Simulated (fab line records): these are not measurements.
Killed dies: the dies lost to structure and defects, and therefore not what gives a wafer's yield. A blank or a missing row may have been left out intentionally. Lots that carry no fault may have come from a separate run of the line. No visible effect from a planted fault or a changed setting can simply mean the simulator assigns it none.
Which tool was responsible?	flow gf180mcu	14 lots with 42 wafers sampled at 4 steps, on a route of 602 steps

## WHAT THE GAUGES READ, wafer by wafer
GF_HV_LDD_THK_MEAS_57.
lot	measured	on	HV_LDD_CVD_56_THK (nm)
L317	day 12 08:38	film metro-04	90.3 90.2 89.9
L320	day 13 10:40	film metro-03	89.9 89.6 90.6
L329	day 16 11:07	film metro-03	90.4 89.6 89.9
L330	day 16 21:04	film metro-04	91.5 90.8 91.0
L333	day 17 20:20	film metro-04	90.5 90.1 90.1
L334	day 18 10:01	film metro-04	90.4 90.4 90.0
L335	day 19 02:01	film metro-03	90.2 90.6 90.1
L336	day 19 00:43	film metro-03	90.7 91.1 91.4
L337	day 19 07:34	film metro-01	90.3 91.0 91.3
L338	day 19 17:52	film metro-04	89.8 90.4 90.4
L339	day 20 07:22	film metro-04	89.3 88.9 89.1
L340	day 20 08:37	film metro-04	89.9 90.1 89.6

GF_SAB_THK_MEAS_01.
lot	measured	on	SAB_CVD_00_THK (nm)
L317	day 14 00:53	film metro-04	49.2 49.2 50.1
L320	day 15 04:31	film metro-01	49.3 49.6 50.5
L329	day 18 10:28	film metro-04	50.5 50.5 50.0
L330	day 18 21:38	film metro-02	49.9 50.5 51.3
L333	day 19 22:02	film metro-04	49.7 50.2 50.7
L334	day 20 11:55	film metro-02	49.8 49.6 50.8
L335	day 21 04:11	film metro-01	49.7 50.5 50.7
L336	day 21 01:54	film metro-02	50.0 50.6 49.8
L337	day 21 08:32	film metro-01	49.6 50.5 50.7
L338	day 21 18:53	film metro-02	49.4 49.9 49.9
L339	day 22 07:54	film metro-02	49.7 49.5 50.5
L340	day 22 09:14	film metro-01	49.5 50.8 50.1

## WHICH TOOL RAN EACH LOT (tool, then ch and the chambers of the sampled wafers, then the start)
lot	GF_STI_WET_ETCH_27	GF_DUAL_GATE_STRIP_13
L317	wet bench-02 ch 0, day 2 05:16	plasma asher-02 ch 0,1, day 8 04:45
L320	wet bench-01 ch 2, day 2 19:12	plasma asher-02 ch 0,1, day 9 03:14
L324	wet bench-02 ch 1, day 3 18:11	-
L325	wet bench-01 ch 0, day 4 01:01	-
L329	wet bench-03 ch 3, day 4 18:10	plasma asher-04 ch 0,1, day 11 18:50
L330	wet bench-02 ch 2, day 4 23:32	plasma asher-04 ch 0,1, day 12 02:27
L333	wet bench-03 ch 2, day 5 14:11	plasma asher-04 ch 0,1, day 12 23:05
L334	wet bench-02 ch 2, day 5 18:54	plasma asher-02 ch 0,1, day 13 07:17
L335	wet bench-02 ch 0, day 6 02:24	plasma asher-03 ch 0,1, day 13 17:19
L336	wet bench-03 ch 3, day 6 05:08	plasma asher-03 ch 0,1, day 13 20:05
L337	wet bench-01 ch 2, day 6 11:04	plasma asher-04 ch 0,1, day 14 04:32
L338	wet bench-02 ch 0, day 6 17:19	plasma asher-04 ch 0,1, day 14 11:14
L339	wet bench-03 ch 2, day 6 21:34	plasma asher-03 ch 0,1, day 14 17:32
L340	wet bench-01 ch 1, day 7 01:11	plasma asher-03 ch 0,1, day 14 22:08
- GF_STI_WET_ETCH_27: etches Si3N4 in H3PO4, target depth 160 nm, time 1825 s.
- GF_DUAL_GATE_STRIP_13: strips in O2/N2.

## AS READ BY THE TOOLS THEMSELVES (means over the sampled wafers that have a number; for cases with no such wafer, the mark the record gives instead)
GF_STI_WET_ETCH_27.
lot	tool	bath guard temp C (C)	bath heat duty pct (%)
L317	wet bench-02	160.5	25.2
L320	wet bench-01	160.1	27.0
L324	wet bench-02	-	-
L325	wet bench-01	-	-
L329	wet bench-03	160.9	24.1
L330	wet bench-02	160.2	30.7
L333	wet bench-03	161.1	30.4
L334	wet bench-02	159.9	30.6
L335	wet bench-02	160.4	25.3
L336	wet bench-03	160.7	24.1
L337	wet bench-01	159.8	26.4
L338	wet bench-02	160.1	24.5
L339	wet bench-03	161.0	31.0
L340	wet bench-01	160.2	23.6

GF_DUAL_GATE_STRIP_13.
lot	tool	drypump motor current A (A)	heater power w (W)	oes product au (a.u.)	strip time to endpoint s (s)
L317	plasma asher-02	6.2	372	0.722	12.61
L320	plasma asher-02	6.2	377	0.718	12.52
L329	plasma asher-04	6.1	319	0.721	12.54
L330	plasma asher-04	6.1	318	0.720	12.50
L333	plasma asher-04	6.1	320	0.727	12.51
L334	plasma asher-02	6.2	376	0.724	12.47
L335	plasma asher-03	5.2	318	0.718	12.50
L336	plasma asher-03	5.1	322	0.718	12.51
L337	plasma asher-04	6.1	316	0.724	12.54
L338	plasma asher-04	6.1	322	0.725	12.49
L339	plasma asher-03	5.2	326	0.719	12.49
L340	plasma asher-03	5.3	324	0.723	12.48

## THE ANSWER, worked out from the rows above alone
Rule: usual is defined by the lots themselves. The widest of any qualifying gaps counts: lots, ordered by their means at a reading, are off when they make up no more than a third of the lots, leave a main group of 4 or more, and stand apart from it by 3 or more times the standard deviation of that group's means. A main group whose means are all the same, to the digits that the tables above print for the reading, isn't used. Also off: a lot with no number at a reading for which 4 or more lots have one. The other lots that the step has rows for count as sound. After the gauges, taken in route order, come the tools' own readings; for these a lot's mean is taken, as printed above. The first step at which some lot is off is used, and at that step the reading that is off furthest; a lot without a number counts as furthest.
Off: L324, L325, at GF_STI_WET_ETCH_27 (bath guard temp C). Without a number there: L324, L325. Main group: mean 160.4 C, sd 0.42.
If a tool, at that step or one of the process steps before it, ran each lot that is off and ran no sound lot following the first of them, it fits. No candidate that was tried fits.

## WHAT THE SIMULATOR HAD PUT IN
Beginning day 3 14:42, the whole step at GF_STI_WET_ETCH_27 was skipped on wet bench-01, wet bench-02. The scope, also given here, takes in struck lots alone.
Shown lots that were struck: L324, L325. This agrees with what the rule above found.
